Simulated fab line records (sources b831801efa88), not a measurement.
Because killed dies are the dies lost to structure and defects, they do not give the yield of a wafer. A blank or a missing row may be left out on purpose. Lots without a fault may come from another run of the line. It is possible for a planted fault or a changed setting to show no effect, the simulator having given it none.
Which tool was responsible? :: flow gf180mcu :: 36 wafers from 13 lots sampled at 3 of the route's 602 steps

== WHAT THE GAUGES READ, wafer by wafer ==
GF_M4_THK_MEAS_06: measures by xrf.
lot: L583
measured: day 22 16:41
on: filmMetro-03
M4_ALCU_THK (nm): 441 442 441

lot: L588
measured: day 24 18:45
on: filmMetro-01
M4_ALCU_THK (nm): 442 444

lot: L589
measured: day 25 03:08
on: filmMetro-01
M4_ALCU_THK (nm): 452 443

lot: L590
measured: day 25 12:01
on: filmMetro-01
M4_ALCU_THK (nm): 445 446

lot: L592
measured: day 26 08:56
on: filmMetro-01
M4_ALCU_THK (nm): 449 453 447

lot: L594
measured: day 26 14:50
on: filmMetro-03
M4_ALCU_THK (nm): 438 436 439

lot: L595
measured: day 26 20:30
on: filmMetro-01
M4_ALCU_THK (nm): 441 441 435

lot: L596
measured: day 27 04:10
on: filmMetro-04
M4_ALCU_THK (nm): 439 445 439

lot: L597
measured: day 27 14:01
on: filmMetro-03
M4_ALCU_THK (nm): 440 442 440

lot: L599
measured: day 27 22:20
on: filmMetro-03
M4_ALCU_THK (nm): 437 440 442

lot: L601
measured: day 28 17:40
on: filmMetro-03
M4_ALCU_THK (nm): 450 455 453

lot: L602
measured: day 29 00:08
on: filmMetro-04
M4_ALCU_THK (nm): 437 438 436

lot: L604
measured: day 29 15:29
on: filmMetro-03
M4_ALCU_THK (nm): 447 443 448

== EACH LOT AND THE TOOL THAT RAN IT (in order: tool; ch and the chambers of the sampled wafers; start) ==
lot: L583
GF_M4_SPUTTER_01: pvdSputter-01, day 22 16:26
GF_M4_SPUTTER_03: pvdSputter-01, day 22 16:29

lot: L588
GF_M4_SPUTTER_01: pvdSputter-01, day 24 18:29
GF_M4_SPUTTER_03: pvdSputter-01, day 24 18:33

lot: L589
GF_M4_SPUTTER_01: pvdSputter-01, day 25 02:53
GF_M4_SPUTTER_03: pvdSputter-01, day 25 02:56

lot: L590
GF_M4_SPUTTER_01: pvdSputter-02, day 25 11:46
GF_M4_SPUTTER_03: pvdSputter-02, day 25 11:50

lot: L592
GF_M4_SPUTTER_01: pvdSputter-04, day 26 08:41
GF_M4_SPUTTER_03: pvdSputter-04, day 26 08:44

lot: L594
GF_M4_SPUTTER_01: pvdSputter-01, day 26 14:35
GF_M4_SPUTTER_03: pvdSputter-01, day 26 14:39

lot: L595
GF_M4_SPUTTER_01: pvdSputter-02, day 26 20:15
GF_M4_SPUTTER_03: pvdSputter-02, day 26 20:19

lot: L596
GF_M4_SPUTTER_01: pvdSputter-01, day 27 03:56
GF_M4_SPUTTER_03: pvdSputter-01, day 27 03:59

lot: L597
GF_M4_SPUTTER_01: pvdSputter-02, day 27 13:46
GF_M4_SPUTTER_03: pvdSputter-02, day 27 13:49

lot: L599
GF_M4_SPUTTER_01: pvdSputter-02, day 27 22:06
GF_M4_SPUTTER_03: pvdSputter-02, day 27 22:10

lot: L601
GF_M4_SPUTTER_01: pvdSputter-01, day 28 17:25
GF_M4_SPUTTER_03: pvdSputter-01, day 28 17:29

lot: L602
GF_M4_SPUTTER_01: pvdSputter-02, day 28 23:53
GF_M4_SPUTTER_03: pvdSputter-02, day 28 23:57

lot: L604
GF_M4_SPUTTER_01: pvdSputter-04, day 29 15:14
GF_M4_SPUTTER_03: pvdSputter-04, day 29 15:18
- GF_M4_SPUTTER_01: material TiN, target thk 30 nm, time 25 s.
- GF_M4_SPUTTER_03: material Ti, target thk 10 nm, time 6.7 s.

== WHAT THE TOOLS THEMSELVES READ (means of the sampled wafers that have a number; where no wafer has one, the mark that the record gives instead) ==
GF_M4_SPUTTER_01.
lot: L583
tool: pvdSputter-01
cathodeDcPowerW (W): 6499.9
chamberPressurePa (Pa): 0.3998
throttleValvePct (%): 30.4

lot: L588
tool: pvdSputter-01
cathodeDcPowerW (W): 6500.2
chamberPressurePa (Pa): 0.3994
throttleValvePct (%): 31.1

lot: L589
tool: pvdSputter-01
cathodeDcPowerW (W): 6499.5
chamberPressurePa (Pa): 0.3992
throttleValvePct (%): 29.4

lot: L590
tool: pvdSputter-02
cathodeDcPowerW (W): 6501.0
chamberPressurePa (Pa): 0.4005
throttleValvePct (%): 29.5

lot: L592
tool: pvdSputter-04
cathodeDcPowerW (W): 6500.1
chamberPressurePa (Pa): 0.3999
throttleValvePct (%): 29.5

lot: L594
tool: pvdSputter-01
cathodeDcPowerW (W): 6499.6
chamberPressurePa (Pa): 0.4014
throttleValvePct (%): 30.3

lot: L595
tool: pvdSputter-02
cathodeDcPowerW (W): 6499.9
chamberPressurePa (Pa): 0.3998
throttleValvePct (%): 29.1

lot: L596
tool: pvdSputter-01
cathodeDcPowerW (W): 6500.8
chamberPressurePa (Pa): 0.3995
throttleValvePct (%): 29.8

lot: L597
tool: pvdSputter-02
cathodeDcPowerW (W): 6500.3
chamberPressurePa (Pa): 0.4005
throttleValvePct (%): 29.1

lot: L599
tool: pvdSputter-02
cathodeDcPowerW (W): 6499.3
chamberPressurePa (Pa): 0.4001
throttleValvePct (%): 29.2

lot: L601
tool: pvdSputter-01
cathodeDcPowerW (W): 6499.9
chamberPressurePa (Pa): 0.3996
throttleValvePct (%): 30.7

lot: L602
tool: pvdSputter-02
cathodeDcPowerW (W): 6501.3
chamberPressurePa (Pa): 0.4002
throttleValvePct (%): 29.6

lot: L604
tool: pvdSputter-04
cathodeDcPowerW (W): 6500.0
chamberPressurePa (Pa): 0.4003
throttleValvePct (%): 29.8

GF_M4_SPUTTER_03.
lot: L583
tool: pvdSputter-01
cathodeDcPowerW (W): 2999.7
chamberPressurePa (Pa): 0.2998
throttleValvePct (%): 30.4

lot: L588
tool: pvdSputter-01
cathodeDcPowerW (W): 2999.6
chamberPressurePa (Pa): 0.2991
throttleValvePct (%): 30.9

lot: L589
tool: pvdSputter-01
cathodeDcPowerW (W): 3000.1
chamberPressurePa (Pa): 0.2999
throttleValvePct (%): 29.7

lot: L590
tool: pvdSputter-02
cathodeDcPowerW (W): 2999.7
chamberPressurePa (Pa): 0.3001
throttleValvePct (%): 29.4

lot: L592
tool: pvdSputter-04
cathodeDcPowerW (W): 2999.9
chamberPressurePa (Pa): 0.3003
throttleValvePct (%): 29.4

lot: L594
tool: pvdSputter-01
cathodeDcPowerW (W): 3000.1
chamberPressurePa (Pa): 0.3002
throttleValvePct (%): 30.5

lot: L595
tool: pvdSputter-02
cathodeDcPowerW (W): 2999.9
chamberPressurePa (Pa): 0.3005
throttleValvePct (%): 29.0

lot: L596
tool: pvdSputter-01
cathodeDcPowerW (W): 3000.1
chamberPressurePa (Pa): 0.2999
throttleValvePct (%): 29.8

lot: L597
tool: pvdSputter-02
cathodeDcPowerW (W): 3000.4
chamberPressurePa (Pa): 0.2998
throttleValvePct (%): 29.0

lot: L599
tool: pvdSputter-02
cathodeDcPowerW (W): 3000.1
chamberPressurePa (Pa): 0.2996
throttleValvePct (%): 29.3

lot: L601
tool: pvdSputter-01
cathodeDcPowerW (W): 3000.3
chamberPressurePa (Pa): 0.2996
throttleValvePct (%): 30.7

lot: L602
tool: pvdSputter-02
cathodeDcPowerW (W): 3000.0
chamberPressurePa (Pa): 0.3005
throttleValvePct (%): 29.7

lot: L604
tool: pvdSputter-04
cathodeDcPowerW (W): 3000.1
chamberPressurePa (Pa): 0.3001
throttleValvePct (%): 29.5

== THE ANSWER, worked out from the rows above alone ==
Rule: the usual values come from the lots themselves. The widest of any qualifying gaps counts: lots, ordered by their means at a reading, are off when they make up no more than a third of the lots, leave a main group of 4 or more, and stand apart from it by 3 or more times the standard deviation of that group's means. A main group whose means are all the same, to the digits that the tables above print for the reading, isn't used. Also off: a lot with no number at a reading for which 4 or more lots have one. All remaining lots with rows at the step are treated as sound. First the gauges in route order, then the tools' own readings, where a lot's mean is used as printed above. At the first step where some lot is off, the reading lying furthest off is the one used; lots without a number count as furthest.
Nothing can be told from this: no lot is off at any reading shown.

== WHAT HAD BEEN PUT IN BY THE SIMULATOR ==
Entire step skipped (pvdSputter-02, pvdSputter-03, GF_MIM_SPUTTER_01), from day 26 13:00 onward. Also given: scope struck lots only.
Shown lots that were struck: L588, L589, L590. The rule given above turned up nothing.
